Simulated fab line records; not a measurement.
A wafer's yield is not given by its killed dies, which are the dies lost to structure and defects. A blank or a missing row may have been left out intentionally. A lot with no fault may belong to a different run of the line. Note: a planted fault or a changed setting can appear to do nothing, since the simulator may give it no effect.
Which tool was responsible? | flow sky130 | 36 wafers from 12 lots sampled at 5 of the route's 708 steps

## WHAT EACH GAUGE READ, for each wafer
SKY_NWELL_RS_MEAS_29: measures by four-point-probe. Usual: NWELL_RS 624.6 ohm/sq, standard deviation 2.
lot  | measured     | on            | NWELL_RS (ohm/sq) | flag
L379 | day 5 12:52  | film metro-04 | 624.9 625.6 622.8 |
L380 | day 5 13:40  | film metro-04 | 626.4 625.9 625.3 |
L382 | day 6 01:46  | film metro-04 | 622.9 623.7 622.0 |
L384 | day 6 11:05  | film metro-04 | 621.7 621.7 622.8 |
L385 | day 6 19:04  | film metro-04 | 625.4 626.7 627.4 |
L394 | day 9 06:43  | film metro-03 | 629.3 628.5 629.1 |
L395 | day 9 12:40  | film metro-04 | 626.0 626.3 625.7 |
L396 | day 9 16:59  | film metro-04 | 621.5 622.6 620.8 |
L397 | day 9 23:23  | film metro-02 | 625.3 624.6 622.3 |
L400 | day 10 22:08 | film metro-02 | 622.3 623.3 624.5 |
L401 | day 11 01:48 | film metro-03 | 625.1 622.1 624.5 |
L402 | day 11 03:24 | film metro-03 | 622.4 621.3 623.6 |

SKY_VT_ADJUST_HVTP_TW_MEAS_11. Usual: VT_ADJUST_HVTP_TW 1351, standard deviation 14.
lot  | measured     | on            | VT_ADJUST_HVTP_TW | flag
L379 | day 6 08:14  | film metro-01 | 1359 1354 1355    |
L380 | day 6 09:24  | film metro-03 | 1334 1327 1333    |
L382 | day 6 21:38  | film metro-01 | 1197 1190 1198    | OFF
L384 | day 7 06:50  | film metro-03 | 1334 1336 1331    |
L385 | day 7 15:35  | film metro-01 | 1190 1189 1190    | OFF
L394 | day 10 06:03 | film metro-01 | 1356 1356 1359    |
L395 | day 10 12:02 | film metro-04 | 1378 1372 1369    |
L396 | day 10 15:55 | film metro-01 | 1351 1357 1345    |
L397 | day 10 22:08 | film metro-03 | 1329 1334 1336    |
L400 | day 11 22:29 | film metro-03 | 1347 1339 1339    |
L401 | day 12 01:41 | film metro-04 | 1374 1376 1380    |
L402 | day 12 04:17 | film metro-01 | 1352 1351 1355    |

SKY_VT_ADJUST_LVTN_OVL_MEAS_18. Usual: VT_ADJUST_LVTN_01_OVL -0.8 nm, standard deviation 1.5.
lot  | measured     | on         | VT_ADJUST_LVTN_01_OVL (nm) | flag
L379 | day 7 23:02  | overlay-02 | -1.0 -0.4 1.2              |
L380 | day 7 23:56  | overlay-02 | 1.5 -0.9 0.6               |
L382 | day 8 14:22  | overlay-02 | 0.2 2.0 -0.7               |
L384 | day 9 00:23  | overlay-02 | 0.6 1.7 1.0                |
L385 | day 9 09:31  | overlay-02 | -0.4 0.5 0.9               |
L394 | day 12 05:38 | overlay-01 | -2.2 -2.4 -2.5             |
L395 | day 12 11:16 | overlay-01 | -2.5 -0.7 -2.5             |
L396 | day 12 15:29 | overlay-01 | -2.2 -1.4 -0.1             |
L397 | day 12 21:34 | overlay-02 | -3.2 -1.3 -1.8             |
L400 | day 13 23:34 | overlay-02 | -1.3 -0.8 0.6              |
L401 | day 14 03:23 | overlay-02 | -1.4 0.2 -0.8              |
L402 | day 14 06:32 | overlay-02 | -3.0 -3.6 -4.4             |

## EACH LOT AND THE TOOL THAT RAN IT (in order: tool; ch and the chambers of the sampled wafers; start)
lot  | SKY_FIELD_ISO_STRIP_16              | SKY_VT_ADJUST_HVTP_IMPLANT_09
L379 | plasma asher-01 ch 1, day 2 09:26   | implanter-01 ch 0, day 6 07:59
L380 | plasma asher-02 ch 0,1, day 2 10:05 | implanter-01 ch 0, day 6 09:11
L382 | plasma asher-03 ch 1, day 2 19:27   | implanter-01 ch 0, day 6 21:23
L384 | plasma asher-02 ch 0,1, day 3 05:54 | implanter-02 ch 0, day 7 06:37
L385 | plasma asher-01 ch 0,1, day 3 12:17 | implanter-01 ch 0, day 7 15:20
L394 | plasma asher-01 ch 0,1, day 5 12:59 | implanter-02 ch 0, day 10 05:50
L395 | plasma asher-01 ch 0,1, day 5 16:30 | implanter-02 ch 0, day 10 11:47
L396 | plasma asher-01 ch 0,1, day 5 21:32 | implanter-04 ch 0, day 10 15:42
L397 | plasma asher-01 ch 0,1, day 6 03:08 | implanter-01 ch 0, day 10 21:54
L400 | plasma asher-03 ch 1, day 6 20:32   | implanter-04 ch 0, day 11 22:14
L401 | plasma asher-03 ch 0,1, day 6 23:26 | implanter-01 ch 0, day 12 01:27
L402 | plasma asher-03 ch 0,1, day 7 04:53 | implanter-04 ch 0, day 12 04:03
- SKY_FIELD_ISO_STRIP_16: strips in O2/N2.
- SKY_VT_ADJUST_HVTP_IMPLANT_09

## AS READ BY THE TOOLS THEMSELVES (means over the sampled wafers that have a number; for cases with no such wafer, the mark the record gives instead)
SKY_FIELD_ISO_STRIP_16. Usual: drypump motor current A 5.6 A, standard deviation 0.61; oes product au 0.379 a.u., standard deviation 0.0053; strip time to endpoint s 3.56 s, standard deviation 0.038.
lot  | tool            | drypump motor current A (A) | oes product au (a.u.) | strip time to endpoint s (s) | flag
L379 | plasma asher-01 | 5.6                         | 0.379                 | 3.54                         |
L380 | plasma asher-02 | 6.3                         | 0.384                 | 3.57                         |
L382 | plasma asher-03 | 5.9                         | 0.377                 | 3.57                         |
L384 | plasma asher-02 | 5.8                         | 0.377                 | 3.54                         |
L385 | plasma asher-01 | 5.2                         | 0.377                 | 3.56                         |
L394 | plasma asher-01 | 5.2                         | 0.375                 | 3.57                         |
L395 | plasma asher-01 | 5.4                         | 0.375                 | 3.57                         |
L396 | plasma asher-01 | 5.4                         | 0.376                 | 3.52                         |
L397 | plasma asher-01 | 5.4                         | 0.380                 | 3.60                         |
L400 | plasma asher-03 | 5.9                         | 0.370                 | 3.51                         |
L401 | plasma asher-03 | 5.6                         | 0.380                 | 3.55                         |
L402 | plasma asher-03 | 5.7                         | 0.380                 | 3.54                         |

SKY_VT_ADJUST_HVTP_IMPLANT_09. Usual: beam on s 9.99 s, standard deviation 0.2; faraday current uA 24.3, standard deviation 0.49.
lot  | tool         | beam on s (s) | faraday current uA | flag
L379 | implanter-01 | 9.99          | 24.3               |
L380 | implanter-01 | 10.05         | 24.1               |
L382 | implanter-01 | 10.30         | 23.5               |
L384 | implanter-02 | 9.93          | 24.5               |
L385 | implanter-01 | 9.88          | 24.5               |
L394 | implanter-02 | 10.09         | 24.0               |
L395 | implanter-02 | 9.97          | 24.4               |
L396 | implanter-04 | 9.93          | 24.4               |
L397 | implanter-01 | 10.16         | 23.9               |
L400 | implanter-04 | 9.78          | 24.8               |
L401 | implanter-01 | 10.05         | 24.1               |
L402 | implanter-04 | 10.14         | 24.0               |

## THE ANSWER, worked out from the rows above alone
Rule: take the mean of a lot's wafers that have a number; if it is more than 3 standard deviations from the usual mean, the lot is off. Also off: a lot with no number at a reading for which 4 or more lots have one. All remaining lots with rows at the step are treated as sound. After the gauges, taken in route order, come the tools' own readings; for these a lot's mean is taken, as printed above. At the first step where some lot is off, the reading lying furthest off is the one used; lots without a number count as furthest.
Off: at SKY_VT_ADJUST_HVTP_TW_MEAS_11 (VT_ADJUST_HVTP_TW), L382, L385.
A tool fits if, at a process step before that reading, it ran every lot that is off, and no sound lot after the first of them. The gauges at SKY_VT_ADJUST_HVTP_TW_MEAS_11 are tried like those tools. Of those tried, none fits.

## WHAT WAS PUT IN BY THE SIMULATOR
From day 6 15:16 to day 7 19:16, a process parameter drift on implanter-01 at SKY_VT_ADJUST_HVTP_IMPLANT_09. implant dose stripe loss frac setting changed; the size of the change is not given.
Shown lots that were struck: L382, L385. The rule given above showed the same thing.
